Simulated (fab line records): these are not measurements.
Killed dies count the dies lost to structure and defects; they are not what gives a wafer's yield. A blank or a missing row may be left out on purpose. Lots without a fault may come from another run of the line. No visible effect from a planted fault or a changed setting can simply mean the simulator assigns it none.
Matching of chambers	flow sfq line	SFQ_TRILAYER_I0_VIA_BARC_OPEN_VIA_ETCH_046 on rie diel-04 has 4 sister chambers
The step etches BARC in O2, target depth 125 nm, time 41.7 s. 7 wafers are shown with their chamber, then 8 later ones without.

== WAFERS PAIRED WITH THEIR CHAMBERS ==
wafer	chamber	drypump motor current A (A)	oes product au (a.u.)
L915.4	0	5.4	0.688
L917.5	3	5.9	0.689
L917.6	0	5.5	0.686
L919.3	2	5.5	0.683
L919.4	1	6.3	0.688
L919.5	2	5.5	0.689
L920.2	3	5.9	0.683

== WAFERS MISSING THEIR CHAMBER ==
wafer	drypump motor current A (A)	oes product au (a.u.)
L920.4	5.5	0.683
L920.6	5.9	0.686
L923.1	5.5	0.681
L923.4	6.2	0.686
L923.6	6.0	0.685
L924.1	5.5	0.684
L924.5	5.9	0.692
L924.6	5.4	0.690

== WHICH CHAMBER EACH ONE RAN IN ==
wafer	from the rows above	in truth
L920.4	can't be placed: 2 or 0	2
L920.6	3	3
L923.1	can't be placed: 2 or 0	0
L923.4	1	1
L923.6	3	3
L924.1	can't be placed: 2 or 0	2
L924.5	3	3
L924.6	can't be placed: 0 or 2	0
4 of 8 placed correctly. These rows do not allow placing 4 (true chamber among the candidates in 4). Number placed wrongly: 0.
How it was worked out, from the rows above alone: a wafer's distance from a chamber is the root of the sum, over the readings, of the square of ((its reading less the chamber's mean) divided by the reading's scatter). The wafer belongs to the nearest chamber; if the next one is less than 2 further off, it can't be placed. The mean given for a chamber averages the wafers shown for that chamber. How the scatter is found: for the shown wafers, subtract from each reading the mean of its chamber, square and add these, divide the total by (wafers less chambers), then take the root.
